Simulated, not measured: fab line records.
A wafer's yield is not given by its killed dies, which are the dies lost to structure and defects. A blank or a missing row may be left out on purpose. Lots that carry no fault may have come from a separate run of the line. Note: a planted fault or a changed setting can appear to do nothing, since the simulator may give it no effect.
fab line records ; flow sky130
[record] lots = 6; wafers = 18; last-day = 48
route steps=708 shown VIA4@652 METAL5@661 PAD_OPEN@708
lots that met no fault: taken from a fault-free run of the same line
start-h: the number of hours between the record's first day and the start of the first shown wafer of the lot ; wait-h: hours elapsed since this lot's preceding step ; " the same as in the row above ; L1.1+2: a single row standing in for several wafers ; - value missing, or start not given ; * or withheld: withheld ; < > ~ a bound
route shown NAME@n: names a module that has steps shown in the file, with the first one's number in the route ; usual: mean/standard deviation of fault-free wafers ; same: alike in all rows ; chamber/n: place in a boat ; sites: each site's reading ; _std_site: their standard deviation ; _edge_site: mean of outer sites minus mean of inner sites ; radius-mm: how far each site lies from the wafer's centre ; mask NAME#n: copy n ; behind: the tool/chamber that last shaped the wafer ; hold: why the lot was held/for how many hours/how that ended ; device: whichever transistor did not switch (one of n, p or np) ; end of line: tests run on the same wafers once the route is complete ; a step with no rows: only its recipe ; killed: at the first sort, the dies lost to defects and structure; wafer yield is something else ; map: dies across one wafer; x = killed, . = not, _ = none there
set.NAME: the setting the step ran with; set.NAME@STEP: the setting that earlier step ran with ; model.NAME: the simulator's own value behind a step, which no gauge read
lots at some steps of the route; a table a step, a row a wafer
services: the hour from which a tool's chamber was out of use, counted from the record's first day as start-h (under 0 if before that day), plus the number of hours and why
[[steps]]
[step SKY_VIA4_STRIP_13]
[recipe] chemistry = O2/N2; power-w = 1400; pressure-mtorr = 1500; platen-temp-c = withheld; o2-flow-sccm = 3000; n2-flow-sccm = 300; overash-fraction = 0.5
[step SKY_VIA4_STRIP_14]
[recipe] chemistry = post-etch-residue-remover; time-s = 1200; temp-c = 72.5
[step SKY_VIA4_CLEAN_15]
[recipe] chemistry = IPA; time-s = 180; temp-c = 25
[step SKY_VIA4_CLEAN_16]
[recipe] chemistry = O3/DIW; dry = n2-spin
[step SKY_VIA4_SPUTTER_17]
[recipe] material = TiN; target-thk-nm = 20; chamber-pressure-pa = 5; power-w = 4000; time-s = 77.03
[usual] cathode-dc-power-W = 4000.0/0.74; chamber-pressure-pa = 5.001/0.01; throttle-valve-pct = 30.7/1.1
lot.wafer;tool;chamber;start-h;wait-h;cathode-dc-power-W;chamber-pressure-pa;throttle-valve-pct
L226.1;pvd-sputter-04;-;1007.88;0.0;4000.2;4.992;31.6
L226.3;pvd-sputter-04;-;1007.88;0.0;4000.3;5.007;32.4
L226.6;pvd-sputter-04;-;1007.88;0.0;4000.5;5.006;32.4
L228.3;pvd-sputter-04;-;1018.18;0.0;4000.4;4.982;31.7
L228.4;pvd-sputter-04;-;1018.18;0.0;4001.0;4.998;29.5
L228.5;pvd-sputter-04;-;1018.18;0.0;3999.7;4.986;31.8
L234.1;pvd-sputter-01;-;1063.21;0.0;4000.0;4.987;31.7
L234.3;pvd-sputter-01;-;1063.21;0.0;3999.7;4.997;32.0
L234.4;pvd-sputter-01;-;1063.21;0.0;4000.6;4.993;28.9
L235.2;pvd-sputter-02;-;1064.96;0.0;3999.5;4.991;30.0
L235.5;pvd-sputter-02;-;1064.96;0.0;3999.3;4.991;31.2
L235.6;pvd-sputter-02;-;1064.96;0.0;3999.9;5.005;29.3
L236.2;pvd-sputter-02;-;1079.44;0.0;4000.6;4.999;30.5
L236.4;pvd-sputter-02;-;1079.44;0.0;3999.7;5.000;29.3
L236.6;pvd-sputter-02;-;1079.44;0.0;4000.7;4.978;31.1
L238.3;pvd-sputter-04;-;1092.29;0.0;4001.6;5.000;31.8
L238.4;pvd-sputter-04;-;1092.29;0.0;3999.6;4.995;31.7
L238.6;pvd-sputter-04;-;1092.29;0.0;4000.7;5.003;29.4
[step SKY_VIA4_CVD_18]
[recipe] material = W; target-thk-nm = 505; time-s = 152.14; temp-c = 400; pressure-torr = 40
[step SKY_VIA4_RS_MEAS_19]
[recipe] thk-meas-gauge = four-point-probe; reads = W_of_VIA4_CVD_18+TiN_of_VIA4_SPUTTER_17
[usual] VIA4_W_RS = 0.2249/0.0025
lot.wafer;tool;chamber;start-h;wait-h;VIA4_W_RS[ohm/sq]
L226.1;film-metro-02;-;1008.09;0.1;0.2178
L226.3;film-metro-02;-;1008.09;0.1;0.2190
L226.6;film-metro-02;-;1008.09;0.1;0.2246
L228.3;film-metro-01;-;1018.58;0.2;0.2234
L228.4;film-metro-01;-;1018.58;0.2;0.2260
L228.5;film-metro-01;-;1018.58;0.2;0.2210
L234.1;film-metro-01;-;1063.43;0.1;0.2252
L234.3;film-metro-01;-;1063.43;0.1;0.2235
L234.4;film-metro-01;-;1063.43;0.1;0.2254
L235.2;film-metro-04;-;1065.20;0.1;0.2236
L235.5;film-metro-04;-;1065.20;0.1;0.2280
L235.6;film-metro-04;-;1065.20;0.1;0.2279
L236.2;film-metro-02;-;1079.68;0.1;0.2246
L236.4;film-metro-02;-;1079.68;0.1;0.2236
L236.6;film-metro-02;-;1079.68;0.1;0.2274
L238.3;film-metro-02;-;1092.55;0.1;0.2256
L238.4;film-metro-02;-;1092.55;0.1;0.2245
L238.6;film-metro-02;-;1092.55;0.1;0.2249
[step SKY_VIA4_THK_MEAS_20]
[recipe] thk-meas-gauge = xrf; reads = W_of_VIA4_CVD_18
[usual] VIA4_W_THK = 515/6.5
lot.wafer;tool;chamber;start-h;wait-h;VIA4_W_THK[nm]
L226.1;film-metro-02;-;1008.21;0.1;532
L226.3;film-metro-02;-;1008.21;0.1;530
L226.6;film-metro-02;-;1008.21;0.1;519
L228.3;film-metro-01;-;1018.68;0.1;516
L228.4;film-metro-01;-;1018.68;0.1;509
L228.5;film-metro-01;-;1018.68;0.1;523
L234.1;film-metro-01;-;1063.55;0.1;516
L234.3;film-metro-01;-;1063.55;0.1;519
L234.4;film-metro-01;-;1063.55;0.1;515
L235.2;film-metro-04;-;1065.31;0.1;524
L235.5;film-metro-04;-;1065.31;0.1;509
L235.6;film-metro-04;-;1065.31;0.1;510
L236.2;film-metro-02;-;1079.79;0.1;516
L236.4;film-metro-02;-;1079.79;0.1;514
L236.6;film-metro-02;-;1079.79;0.1;508
L238.3;film-metro-02;-;1092.65;0.1;511
L238.4;film-metro-02;-;1092.65;0.1;517
L238.6;film-metro-02;-;1092.65;0.1;511
[step SKY_VIA4_CMP_21]
[recipe] stop-on = SiO2; t-overpolish-s = 25; down-force-psi = 3.5; platen-rpm = 60; target-thk-nm = 0; pad-velocity-m-s = 0.94248
[usual] motor-current-A = 10.2/0.92; overpolish-run-s = 25.000/0.0087; platen-rpm = 60.00/0.036; time-to-endpoint-s = 123/3.8
lot.wafer;tool;chamber;start-h;wait-h;motor-current-A;overpolish-run-s;platen-rpm;time-to-endpoint-s
L226.3;cmp-01;3;1008.32;0.1;8.5;24.999;59.95;132
L226.1;cmp-01;0;1008.32;0.1;9.3;25.015;60.05;129
L226.6;cmp-01;2;1008.32;0.1;9.6;25.014;60.00;126
L228.4;cmp-02;3;1018.72;0.0;9.6;25.007;60.00;129
L228.3;cmp-02;2;1018.72;0.0;10.7;25.012;60.08;124
L228.5;cmp-02;0;1018.72;0.0;9.6;25.007;59.98;122
L234.1;cmp-01;3;1063.66;0.1;9.1;24.995;59.97;119
L234.3;cmp-01;0;1063.66;0.1;8.7;25.005;60.05;120
L234.4;cmp-01;1;1063.66;0.1;11.5;24.998;60.03;116
L235.2;cmp-02;0;1065.41;0.1;10.5;24.989;60.05;122
L235.6;cmp-02;3;1065.41;0.1;9.1;25.002;60.06;125
L235.5;cmp-02;0;1065.41;0.1;10.3;24.985;59.98;119
L236.2;cmp-01;1;1079.84;0.0;11.2;25.013;60.00;118
L236.4;cmp-01;0;1079.84;0.0;8.9;24.997;59.94;120
L236.6;cmp-01;2;1079.84;0.0;9.5;24.997;59.99;118
L238.3;cmp-02;1;1092.75;0.1;11.4;24.989;60.01;123
L238.4;cmp-02;3;1092.75;0.1;9.5;24.999;60.00;132
L238.6;cmp-02;1;1092.75;0.1;11.5;24.998;59.99;123
[step SKY_METAL5_SPUTTER_00]
[recipe] material = Ti; target-thk-nm = 15; power-w = 3000; time-s = 10; chamber-pressure-pa = 0.4
[usual] cathode-dc-power-W = 3000.0/0.51; chamber-pressure-pa = 0.4001/0.00074; throttle-valve-pct = 30.6/1
lot.wafer;tool;chamber;start-h;wait-h;cathode-dc-power-W;chamber-pressure-pa;throttle-valve-pct
L226.1;pvd-sputter-01;-;1008.57;0.1;3000.4;0.4004;31.3
L226.3;pvd-sputter-01;-;1008.57;0.1;2999.9;0.3993;29.1
L226.6;pvd-sputter-01;-;1008.57;0.1;3001.1;0.3999;29.2
L228.3;pvd-sputter-03;-;1019.02;0.1;2999.1;0.4002;31.9
L228.4;pvd-sputter-03;-;1019.02;0.1;2999.7;0.4004;29.7
L228.5;pvd-sputter-03;-;1019.02;0.1;2999.4;0.3994;32.1
L234.1;pvd-sputter-02;-;1063.91;0.2;3000.2;0.3990;28.7
L234.3;pvd-sputter-02;-;1063.91;0.2;3000.1;0.3989;30.0
L234.4;pvd-sputter-02;-;1063.91;0.2;2999.9;0.3998;28.9
L235.2;pvd-sputter-03;-;1065.66;0.2;2999.4;0.3995;31.8
L235.5;pvd-sputter-03;-;1065.66;0.2;3000.5;0.4007;30.4
L235.6;pvd-sputter-03;-;1065.66;0.2;3001.2;0.4007;31.8
L236.2;pvd-sputter-01;-;1080.14;0.2;2999.4;0.3990;31.9
L236.4;pvd-sputter-01;-;1080.14;0.2;3000.4;0.3985;31.6
L236.6;pvd-sputter-01;-;1080.14;0.2;3001.1;0.3989;31.8
L238.3;pvd-sputter-03;-;1093.05;0.2;2999.6;0.4000;30.5
L238.4;pvd-sputter-03;-;1093.05;0.2;3000.1;0.4003;29.8
L238.6;pvd-sputter-03;-;1093.05;0.2;3000.0;0.4013;32.1
[step SKY_METAL5_SPUTTER_01]
[recipe] material = TiN; target-thk-nm = 20; power-w = 6500; time-s = 16.7; chamber-pressure-pa = 0.4
[usual] cathode-dc-power-W = 6499.9/1.2; chamber-pressure-pa = 0.4000/0.0008; throttle-valve-pct = 30.6/1
lot.wafer;tool;chamber;start-h;wait-h;cathode-dc-power-W;chamber-pressure-pa;throttle-valve-pct
L226.1;pvd-sputter-01;-;1008.59;0.0;6499.8;0.4002;31.4
L226.3;pvd-sputter-01;-;1008.59;0.0;6501.3;0.4003;29.2
L226.6;pvd-sputter-01;-;1008.59;0.0;6501.0;0.4009;29.0
L228.3;pvd-sputter-03;-;1019.04;0.0;6497.6;0.4001;32.0
L228.4;pvd-sputter-03;-;1019.04;0.0;6499.9;0.4003;30.0
L228.5;pvd-sputter-03;-;1019.04;0.0;6499.3;0.4003;32.2
L234.1;pvd-sputter-02;-;1063.93;0.0;6502.3;0.4004;29.5
L234.3;pvd-sputter-02;-;1063.93;0.0;6499.1;0.4005;29.8
L234.4;pvd-sputter-02;-;1063.93;0.0;6499.3;0.3998;29.1
L235.2;pvd-sputter-03;-;1065.68;0.0;6500.0;0.3988;32.2
L235.5;pvd-sputter-03;-;1065.68;0.0;6499.1;0.3993;30.6
L235.6;pvd-sputter-03;-;1065.68;0.0;6500.6;0.3993;31.9
L236.2;pvd-sputter-01;-;1080.16;0.0;6499.6;0.3998;31.8
L236.4;pvd-sputter-01;-;1080.16;0.0;6499.5;0.3999;31.6
L236.6;pvd-sputter-01;-;1080.16;0.0;6499.4;0.3994;31.9
L238.3;pvd-sputter-03;-;1093.07;0.0;6498.6;0.4001;30.4
L238.4;pvd-sputter-03;-;1093.07;0.0;6500.4;0.4005;29.6
L238.6;pvd-sputter-03;-;1093.07;0.0;6498.5;0.3996;31.9
[step SKY_METAL5_SPUTTER_02]
[recipe] material = AlCu; target-thk-nm = 1150; power-w = 10600; time-s = 61.2; chamber-pressure-pa = 0.4
[usual] cathode-dc-power-W = 10600/1.8; chamber-pressure-pa = 0.4000/0.00077; throttle-valve-pct = 30.6/1
lot.wafer;tool;chamber;start-h;wait-h;cathode-dc-power-W;chamber-pressure-pa;throttle-valve-pct
L226.1;pvd-sputter-01;-;1008.62;0.0;10600;0.4001;31.7
L226.3;pvd-sputter-01;-;1008.62;0.0;10599;0.4009;29.1
L226.6;pvd-sputter-01;-;1008.62;0.0;10599;0.4011;29.3
L228.3;pvd-sputter-03;-;1019.07;0.0;10599;0.3985;31.9
L228.4;pvd-sputter-03;-;1019.07;0.0;10600;0.4006;29.8
L228.5;pvd-sputter-03;-;1019.07;0.0;10598;0.4010;31.8
L234.1;pvd-sputter-02;-;1063.95;0.0;10602;0.4009;29.3
L234.3;pvd-sputter-02;-;1063.95;0.0;10598;0.3998;29.7
L234.4;pvd-sputter-02;-;1063.95;0.0;10599;0.3991;29.1
L235.2;pvd-sputter-03;-;1065.71;0.0;10604;0.3991;31.9
L235.5;pvd-sputter-03;-;1065.71;0.0;10601;0.4005;30.6
L235.6;pvd-sputter-03;-;1065.71;0.0;10600;0.3997;32.0
L236.2;pvd-sputter-01;-;1080.19;0.0;10601;0.3992;32.0
L236.4;pvd-sputter-01;-;1080.19;0.0;10599;0.3991;31.3
L236.6;pvd-sputter-01;-;1080.19;0.0;10600;0.3999;31.9
L238.3;pvd-sputter-03;-;1093.10;0.0;10599;0.3994;30.0
L238.4;pvd-sputter-03;-;1093.10;0.0;10598;0.4018;29.5
L238.6;pvd-sputter-03;-;1093.10;0.0;10601;0.4015;32.1
[step SKY_METAL5_SPUTTER_03]
[recipe] material = Ti; target-thk-nm = 5; power-w = 3000; time-s = 3.3; chamber-pressure-pa = 0.4
[usual] cathode-dc-power-W = 3000.0/0.6; chamber-pressure-pa = 0.3999/0.00078; throttle-valve-pct = 30.6/1
lot.wafer;tool;chamber;start-h;wait-h;cathode-dc-power-W;chamber-pressure-pa;throttle-valve-pct
L226.1;pvd-sputter-01;-;1008.67;0.0;2999.8;0.4007;31.6
L226.3;pvd-sputter-01;-;1008.67;0.0;3000.4;0.4000;29.4
L226.6;pvd-sputter-01;-;1008.67;0.0;2999.2;0.3997;29.4
L228.3;pvd-sputter-03;-;1019.12;0.0;3000.6;0.4007;31.9
L228.4;pvd-sputter-03;-;1019.12;0.0;2999.3;0.3996;29.8
L228.5;pvd-sputter-03;-;1019.12;0.0;2999.7;0.3996;32.1
L234.1;pvd-sputter-02;-;1064.00;0.0;-;-;-
L234.3;pvd-sputter-02;-;1064.00;0.0;-;-;-
L234.4;pvd-sputter-02;-;1064.00;0.0;-;-;-
L235.2;pvd-sputter-03;-;1065.76;0.0;-;-;-
L235.5;pvd-sputter-03;-;1065.76;0.0;-;-;-
L235.6;pvd-sputter-03;-;1065.76;0.0;-;-;-
L236.2;pvd-sputter-01;-;1080.24;0.0;3000.5;0.4006;32.0
L236.4;pvd-sputter-01;-;1080.24;0.0;3000.5;0.3987;31.5
L236.6;pvd-sputter-01;-;1080.24;0.0;3000.7;0.4002;32.0
L238.3;pvd-sputter-03;-;1093.15;0.0;2999.9;0.4006;30.4
L238.4;pvd-sputter-03;-;1093.15;0.0;3000.1;0.4005;29.8
L238.6;pvd-sputter-03;-;1093.15;0.0;2999.6;0.4001;32.0
[step SKY_METAL5_SPUTTER_04]
[recipe] material = TiN; target-thk-nm = 70; power-w = 6500; time-s = 58.3; chamber-pressure-pa = 0.4
[step SKY_PAD_OPEN_PROBE_99]
[usual] defect-limited-yield = 82.5/2.1; killed_at_M0_to_M3 = 43/7.7; killed_at_M4_up = 3.4/1.9; killed-at-contacts = 25/5.6; killed-at-front-end = 14/4.3; killed-at-other = 0.2/0.5; killed-dies = 86/10; killed-open = 47/7.2; killed-short = 39/6.7; sort_bin_3_pad_short = 0.9/0.46; sort_bin_5_function = 10.4/1.5; sort_bin_6_memory = 6.2/1.2; sort-n-pass = 406/10; sort-yield-pct = 82.5/2.1
[same] gross-dies = 492; killed-at-back-side = 0; sort_bin_4_leakage[%] = 0; sort_bin_8_speed[%] = 0
lot.wafer;tool;chamber;start-h;wait-h;defect-limited-yield[%];killed_at_M0_to_M3;killed_at_M4_up;killed-at-contacts;killed-at-front-end;killed-at-other;killed-dies;killed-open;killed-short;sort_bin_3_pad_short[%];sort_bin_5_function[%];sort_bin_6_memory[%];sort-n-pass;sort-yield-pct[%]
L226.1;prober-02;-;1078.15;0.1;82.3;42;3;28;14;0;87;45;42;1.6;10.0;6.1;405;82.3
L226.3;prober-02;-;1078.25;0.2;80.1;51;3;29;15;0;98;54;44;1.0;12.8;6.1;394;80.1
L226.6;prober-02;-;1078.40;0.2;82.7;41;5;30;9;0;85;47;38;1.0;8.7;7.5;407;82.7
L228.3;prober-02;-;1088.25;0.2;81.9;46;4;24;14;1;89;49;40;1.6;10.6;5.9;403;81.9
L228.4;prober-02;-;1088.30;0.2;82.9;43;4;17;19;1;84;39;45;1.0;11.0;5.1;408;82.9
L228.5;prober-02;-;1088.35;0.2;78.9;48;3;30;23;0;104;63;41;1.4;10.2;9.6;388;78.9
L234.1;prober-02;-;1129.54;0.1;86.0;37;2;16;13;1;69;35;34;0.8;9.3;3.9;423;86.0
L234.3;prober-02;-;1129.64;0.2;83.3;40;4;25;13;0;82;57;25;0.8;9.3;6.5;410;83.3
L234.4;prober-02;-;1129.69;0.2;86.4;30;5;23;9;0;67;36;31;0.4;9.6;3.7;425;86.4
L235.2;prober-01;-;1130.91;0.1;83.7;43;4;27;6;0;80;46;34;0.6;9.8;5.9;412;83.7
L235.5;prober-01;-;1131.06;0.2;78.7;51;6;26;22;0;105;59;46;1.4;13.2;6.7;387;78.7
L235.6;prober-01;-;1131.11;0.2;79.3;43;1;34;24;0;102;65;37;0;12.8;7.9;390;79.3
L236.2;prober-02;-;1143.19;0.1;83.3;52;3;16;10;1;82;54;28;0.6;11.4;4.7;410;83.3
L236.4;prober-02;-;1143.29;0.2;87.2;31;3;20;9;0;63;34;29;0.4;8.5;3.9;429;87.2
L236.6;prober-02;-;1143.39;0.2;83.5;48;1;27;5;0;81;54;27;0.2;8.9;7.3;411;83.5
L238.3;prober-02;-;1154.49;0.2;84.6;30;3;24;19;0;76;41;35;2.4;10.0;3.0;416;84.6
L238.4;prober-02;-;1154.54;0.2;85.2;41;0;18;14;0;73;38;35;0.6;8.5;5.7;419;85.2
L238.6;prober-02;-;1154.64;0.2;80.7;52;3;28;12;0;95;50;45;1.6;10.6;7.1;397;80.7
// killed by level:class
L226.1 CONTACT:geometric-particle:short=9 CONTACT:geometric-particle:open=9 VIA1:geometric-particle:open=9 VIA3:geometric-particle:open=7 VIA2:geometric-particle:open=6 VIA1:geometric-particle:short=6 METAL1:geometric-particle:short=4 POLY_GATE:geometric-particle:short=4
L226.3 CONTACT:geometric-particle:open=12 VIA1:geometric-particle:open=11 VIA3:geometric-particle:open=9 LI_CONTACT:geometric-particle:open=6 METAL2:geometric-particle:short=6 VIA2:geometric-particle:open=6 CONTACT:geometric-particle:short=5 METAL1:geometric-particle:short=5
L226.6 CONTACT:geometric-particle:open=13 VIA1:geometric-particle:open=9 LI_CONTACT:geometric-particle:open=6 POLY_GATE:geometric-particle:open=5 VIA2:geometric-particle:open=5 METAL1:geometric-particle:short=5 METAL2:geometric-particle:short=5 VIA2:geometric-particle:short=5
L228.3 VIA2:geometric-particle:open=10 VIA1:geometric-particle:open=9 CONTACT:geometric-particle:open=8 VIA3:geometric-particle:open=8 CONTACT:geometric-particle:short=7 METAL2:geometric-particle:short=6 FIELD_ISO:geometric-particle:open=5 VIA1:geometric-particle:short=5
L228.4 VIA2:geometric-particle:open=10 POLY_GATE:geometric-particle:short=9 VIA1:geometric-particle:open=9 CONTACT:geometric-particle:open=6 METAL2:geometric-particle:short=5 VIA3:geometric-particle:open=5 CONTACT:geometric-particle:short=4 VIA1:geometric-particle:short=4
L228.5 CONTACT:geometric-particle:open=12 VIA2:geometric-particle:open=9 VIA1:geometric-particle:open=9 VIA1:geometric-particle:short=8 FIELD_ISO:geometric-particle:open=7 VIA3:geometric-particle:open=7 LOCAL_INTERCONNECT:geometric-particle:short=6 LI_CONTACT:geometric-particle:open=6
L234.1 VIA1:geometric-particle:open=11 FIELD_ISO:geometric-particle:short=5 METAL2:geometric-particle:short=5 LI_CONTACT:geometric-particle:open=5 METAL1:geometric-particle:short=5 CONTACT:geometric-particle:open=5 VIA3:geometric-particle:open=5 VIA1:geometric-particle:short=4
L234.3 VIA1:geometric-particle:open=18 CONTACT:geometric-particle:open=9 LI_CONTACT:geometric-particle:open=6 FIELD_ISO:geometric-particle:open=5 VIA2:geometric-particle:open=4 LOCAL_INTERCONNECT:geometric-particle:short=4 METAL1:geometric-particle:short=4 FIELD_ISO:geometric-particle:short=3
L234.4 VIA1:geometric-particle:open=9 LI_CONTACT:geometric-particle:open=6 METAL4:geometric-particle:short=5 LOCAL_INTERCONNECT:geometric-particle:short=5 CONTACT:geometric-particle:open=5 FIELD_ISO:geometric-particle:open=4 VIA3:geometric-particle:open=4 CONTACT:geometric-particle:short=4
L235.2 CONTACT:geometric-particle:open=12 VIA1:geometric-particle:open=9 LI_CONTACT:geometric-particle:open=8 METAL1:geometric-particle:short=8 VIA2:geometric-particle:open=7 CONTACT:geometric-particle:short=5 METAL2:geometric-particle:short=5 VIA1:geometric-particle:short=4
L235.5 VIA1:geometric-particle:open=12 CONTACT:geometric-particle:open=10 FIELD_ISO:geometric-particle:open=8 VIA3:geometric-particle:open=7 METAL1:geometric-particle:short=6 METAL2:geometric-particle:short=6 FIELD_ISO:geometric-particle:short=5 LI_CONTACT:geometric-particle:open=5
L235.6 CONTACT:geometric-particle:open=13 VIA1:geometric-particle:open=13 LI_CONTACT:geometric-particle:open=11 FIELD_ISO:geometric-particle:short=9 FIELD_ISO:geometric-particle:open=9 METAL1:geometric-particle:short=7 VIA3:geometric-particle:short=4 POLY_GATE:geometric-particle:open=4
L236.2 VIA1:geometric-particle:open=15 VIA3:geometric-particle:open=13 VIA1:geometric-particle:short=7 CONTACT:geometric-particle:open=6 VIA2:geometric-particle:open=6 LI_CONTACT:geometric-particle:open=5 FIELD_ISO:geometric-particle:open=4 CONTACT:geometric-particle:short=3
L236.4 LI_CONTACT:geometric-particle:open=7 VIA1:geometric-particle:open=5 VIA3:geometric-particle:open=5 METAL1:geometric-particle:short=5 METAL2:geometric-particle:short=5 VIA2:geometric-particle:open=5 FIELD_ISO:geometric-particle:open=4 LI_CONTACT:geometric-particle:short=4
L236.6 VIA1:geometric-particle:open=18 CONTACT:geometric-particle:open=8 LI_CONTACT:geometric-particle:open=8 VIA2:geometric-particle:open=8 VIA3:geometric-particle:open=6 METAL2:geometric-particle:short=5 LOCAL_INTERCONNECT:geometric-particle:short=4 CONTACT:geometric-particle:short=3
L238.3 CONTACT:geometric-particle:open=9 CONTACT:geometric-particle:short=7 LI_CONTACT:geometric-particle:open=6 POLY_GATE:geometric-particle:short=5 VIA1:geometric-particle:open=5 POLY_GATE:geometric-particle:open=4 VIA2:geometric-particle:open=4 METAL3:geometric-particle:short=4
L238.4 CONTACT:geometric-particle:open=10 VIA1:geometric-particle:open=10 METAL2:geometric-particle:short=7 VIA1:geometric-particle:short=6 FIELD_ISO:geometric-particle:short=5 VIA3:geometric-particle:open=5 METAL1:geometric-particle:short=4 FIELD_ISO:geometric-particle:open=3
L238.6 VIA1:geometric-particle:short=11 VIA1:geometric-particle:open=10 LI_CONTACT:geometric-particle:open=10 CONTACT:geometric-particle:short=7 CONTACT:geometric-particle:open=6 VIA3:geometric-particle:open=6 VIA2:geometric-particle:open=6 VIA3:geometric-particle:short=4
[[services]]
tool;chamber;start-h;hours;kind
cmp-01;-;1043.74;5.4;repair
cmp-02;-;1084.34;4.0;pm
cmp-01;-;1087.11;0.5;repair
cmp-02;-;1088.34;-;consumable-replace:conditioner
cmp-02;-;1088.34;-;consumable-replace:pad
cmp-01;-;1091.50;0.3;repair
[[key]]
[first-sign] step = SKY_METAL5_SPUTTER_03; reading = tool-record; direction = missing
effect none on later readings
met-at SKY_METAL5_SPUTTER_03
struck-wafers L234.1,L234.3,L234.4,L235.2,L235.5,L235.6
onset-between 1019.12 1064.00
[fault] kind = skipped-step-whole; tool = pvd-sputter-02,pvd-sputter-03; chamber = -; onset-h = 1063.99; steps = SKY_METAL5_SPUTTER_03; scope = struck-lots-only
